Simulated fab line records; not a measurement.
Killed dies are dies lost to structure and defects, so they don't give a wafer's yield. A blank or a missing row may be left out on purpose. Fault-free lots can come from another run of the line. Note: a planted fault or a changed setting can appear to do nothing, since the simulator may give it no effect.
Which tool is to blame? || flow sky130 || Sampling: 7 lots, 20 wafers, 4 of 708 route steps

## WHAT THE GAUGES SHOWED, per wafer
SKY_LOCAL_INTERCONNECT_CD_MEAS_11: target cd 170 nm.
{"lot": "L920", "measured": "day 30 23:07", "on": "cd-sem-02", "cd-nm (nm)": "172.5 171.6 170.9"}
{"lot": "L923", "measured": "day 32 01:40", "on": "cd-sem-01", "cd-nm (nm)": "170.2 171.4 169.7"}
{"lot": "L922", "measured": "day 32 03:35", "on": "cd-sem-02", "cd-nm (nm)": "170.3 171.1 170.6"}
{"lot": "L929", "measured": "day 34 09:49", "on": "cd-sem-02", "cd-nm (nm)": "172.5 170.1 171.4"}
{"lot": "L934", "measured": "day 36 00:20", "on": "cd-sem-02", "cd-nm (nm)": "172.5 83.0"}
{"lot": "L938", "measured": "day 36 22:25", "on": "cd-sem-01", "cd-nm (nm)": "170.9 171.4 171.2"}
{"lot": "L941", "measured": "day 37 14:17", "on": "cd-sem-01", "cd-nm (nm)": "172.2 171.6 171.9"}

## WHICH TOOL RAN EACH LOT (tool, then ch and the chambers of the sampled wafers, then the start)
{"lot": "L920", "SKY_LI_CONTACT_ETCH_14": "rie-diel-01 ch 1,3, day 29 17:13", "SKY_LI_CONTACT_ETCH_15": "rie-diel-01 ch 1,3, day 29 17:16", "SKY_LOCAL_INTERCONNECT_EXPOSE_08": "krf-scanner-01 ch 0, day 30 09:50"}
{"lot": "L923", "SKY_LI_CONTACT_ETCH_14": "rie-diel-04 ch 0,1,2, day 30 20:30", "SKY_LI_CONTACT_ETCH_15": "rie-diel-04 ch 0,1,2, day 30 20:32", "SKY_LOCAL_INTERCONNECT_EXPOSE_08": "krf-scanner-01 ch 0, day 31 11:11"}
{"lot": "L922", "SKY_LI_CONTACT_ETCH_14": "rie-diel-04 ch 1,2, day 30 21:56", "SKY_LI_CONTACT_ETCH_15": "rie-diel-04 ch 1,2, day 30 21:59", "SKY_LOCAL_INTERCONNECT_EXPOSE_08": "krf-scanner-01 ch 0, day 31 13:08"}
{"lot": "L929", "SKY_LI_CONTACT_ETCH_14": "rie-diel-01 ch 0,1, day 33 05:23", "SKY_LI_CONTACT_ETCH_15": "rie-diel-01 ch 0,1, day 33 05:25", "SKY_LOCAL_INTERCONNECT_EXPOSE_08": "krf-scanner-01 ch 0, day 33 19:56"}
{"lot": "L934", "SKY_LI_CONTACT_ETCH_14": "rie-diel-03 ch 2,3, day 34 20:58", "SKY_LI_CONTACT_ETCH_15": "rie-diel-03 ch 2,3, day 34 21:00", "SKY_LOCAL_INTERCONNECT_EXPOSE_08": "krf-scanner-02 ch 0, day 35 11:19"}
{"lot": "L938", "SKY_LI_CONTACT_ETCH_14": "rie-diel-04 ch 0,1,2, day 35 18:29", "SKY_LI_CONTACT_ETCH_15": "rie-diel-04 ch 0,1,2, day 35 18:32", "SKY_LOCAL_INTERCONNECT_EXPOSE_08": "krf-scanner-01 ch 0, day 36 09:26"}
{"lot": "L941", "SKY_LI_CONTACT_ETCH_14": "rie-diel-03 ch 1,2, day 36 10:41", "SKY_LI_CONTACT_ETCH_15": "rie-diel-03 ch 1,2, day 36 10:44", "SKY_LOCAL_INTERCONNECT_EXPOSE_08": "krf-scanner-01 ch 0, day 37 01:13"}
- SKY_LI_CONTACT_ETCH_14: etches BARC in N2/H2, stops on SiO2, time 45.9 s, target depth 60 nm.
- SKY_LI_CONTACT_ETCH_15: etches PSG in C4F8/O2/Ar, stops on Si, target depth 600 nm.
- SKY_LOCAL_INTERCONNECT_EXPOSE_08: exposes mask LI1M, target cd 170 nm.

## THE ANSWER, worked out from the rows above alone
Rule: the usual values come from the lots themselves. The widest of any qualifying gaps counts: lots, ordered by their means at a reading, are off when they make up no more than a third of the lots, leave a main group of 4 or more, and stand apart from it by 3 or more times the standard deviation of that group's means. The tables above print the reading to a certain number of digits; a main group whose means all agree to those digits is not used. Also off: a lot with no number at a reading for which 4 or more lots have one. The other lots that the step has rows for count as sound.
Off, at SKY_LOCAL_INTERCONNECT_CD_MEAS_11 on cd-nm: L934. For the main group the mean is 171.2 nm and the standard deviation 0.52.
A tool fits if, at a process step before that reading, it ran every lot that is off, and no sound lot after the first of them. Gauges at SKY_LOCAL_INTERCONNECT_CD_MEAS_11: tried the same way as those tools. 2 tools fit, krf-scanner-02 at SKY_LOCAL_INTERCONNECT_EXPOSE_08 and cd-sem-02 at SKY_LOCAL_INTERCONNECT_CD_MEAS_11, so this cannot tell which one it is.

## WHAT HAD BEEN PUT IN BY THE SIMULATOR
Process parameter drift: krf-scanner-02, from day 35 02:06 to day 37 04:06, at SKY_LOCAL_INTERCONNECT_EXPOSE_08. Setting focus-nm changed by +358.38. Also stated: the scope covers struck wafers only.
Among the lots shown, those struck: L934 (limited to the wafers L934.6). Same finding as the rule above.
